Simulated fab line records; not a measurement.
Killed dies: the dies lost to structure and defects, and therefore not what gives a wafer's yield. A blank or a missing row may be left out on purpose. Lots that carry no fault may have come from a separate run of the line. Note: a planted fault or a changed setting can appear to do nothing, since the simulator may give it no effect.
What tool caused it? | flow sky130 | 13 lots with 39 wafers sampled at 3 steps, on a route of 708 steps

WHAT THE GAUGES READ, wafer by wafer
SKY_CONTACT_BOW_MEAS_05.
lot  | measured     | on            | CONTACT_BOW (um)
L157 | day 31 15:22 | film-metro-04 | 83 97 86
L159 | day 31 20:44 | film-metro-02 | 77 72 85
L161 | day 32 04:16 | film-metro-02 | 83 89 97
L160 | day 32 04:35 | film-metro-04 | 80 80 79
L162 | day 32 05:18 | film-metro-04 | 90 76 80
L163 | day 32 13:52 | film-metro-01 | 96 71 84
L165 | day 33 09:51 | film-metro-04 | 83 81 92
L166 | day 33 12:40 | film-metro-02 | 89 83 82
L168 | day 34 01:16 | film-metro-02 | 88 88 85
L176 | day 36 13:10 | film-metro-02 | 86 73 79
L177 | day 37 04:14 | film-metro-04 | 94 83 77
L179 | day 38 00:03 | film-metro-01 | 82 87 87
L180 | day 38 02:35 | film-metro-01 | 77 96 84

SKY_CONTACT_OVL_MEAS_15.
lot  | measured     | on         | CONTACT_OVL (nm)
L157 | day 32 19:08 | overlay-01 | 13 13 18
L159 | day 32 23:49 | overlay-01 | -3 -9 -5
L161 | day 33 07:45 | overlay-02 | 9 11 2
L160 | day 33 08:01 | overlay-02 | 13 19 22
L162 | day 33 08:25 | overlay-01 | 3 7 8
L163 | day 33 16:20 | overlay-01 | 10 3 6
L165 | day 34 12:46 | overlay-02 | 5 4 2
L166 | day 34 15:19 | overlay-02 | -2 3 -3
L168 | day 35 04:07 | overlay-02 | 7 6 6
L176 | day 37 14:43 | overlay-02 | -3 -3 0
L177 | day 38 05:26 | overlay-01 | 3 1 2
L179 | day 39 01:02 | overlay-02 | 8 3 5
L180 | day 39 03:40 | overlay-01 | 14 12 2

TOOL THAT RAN EACH LOT (tool first, then ch and the chambers of the sampled wafers, then the start)
lot  | SKY_CONTACT_CVD_00
L157 | pecvd-02 ch 0,2, day 31 14:49
L159 | pecvd-01 ch 0,1,2, day 31 20:13
L161 | pecvd-01 ch 0,1,2, day 32 03:45
L160 | pecvd-02 ch 0,1,2, day 32 03:50
L162 | pecvd-04 ch 0,1,2, day 32 04:44
L163 | pecvd-04 ch 0,1, day 32 13:18
L165 | pecvd-04 ch 1,2, day 33 09:16
L166 | pecvd-01 ch 0,1, day 33 12:06
L168 | pecvd-04 ch 0,1, day 34 00:45
L176 | pecvd-02 ch 0,1,2, day 36 12:38
L177 | pecvd-01 ch 0,2, day 37 01:37
L179 | pecvd-02 ch 0,1, day 37 23:29
L180 | pecvd-01 ch 0,1, day 38 01:57
- SKY_CONTACT_CVD_00: deposits Si3N4, target thk 75 nm.

WHAT THE TOOLS THEMSELVES READ (means of the sampled wafers that have a number; where no wafer has one, the mark that the record gives instead)
SKY_CONTACT_CVD_00.
lot  | tool     | heater-power-w (W)
L157 | pecvd-02 | 685
L159 | pecvd-01 | 771
L161 | pecvd-01 | 752
L160 | pecvd-02 | 757
L162 | pecvd-04 | 732
L163 | pecvd-04 | 581
L165 | pecvd-04 | 795
L166 | pecvd-01 | 821
L168 | pecvd-04 | 661
L176 | pecvd-02 | 782
L177 | pecvd-01 | 698
L179 | pecvd-02 | 860
L180 | pecvd-01 | 885

THE ANSWER, worked out from the rows above alone
Rule: usual is defined by the lots themselves. Put in order of their means at a reading, lots are off if they are a third of the lots or fewer, leave a main group of 4 or more, and stand apart from it by a gap of 3 or more times the standard deviation of the main group's means; of several such gaps the widest counts. If all means in a main group match to the digits the tables above print for the reading, that group is not used. A lot without any number at a reading at which 4 lots or more have one is off too. The other lots that the step has rows for count as sound. The gauges are gone through in route order, then the tools' own readings, and for those a lot's mean is taken as printed above. The first step at which some lot is off is used, and at that step the reading that is off furthest; a lot without a number counts as furthest.
Nothing can be told from this: no lot is off at any reading shown.

WHAT THE SIMULATOR HAD INSERTED
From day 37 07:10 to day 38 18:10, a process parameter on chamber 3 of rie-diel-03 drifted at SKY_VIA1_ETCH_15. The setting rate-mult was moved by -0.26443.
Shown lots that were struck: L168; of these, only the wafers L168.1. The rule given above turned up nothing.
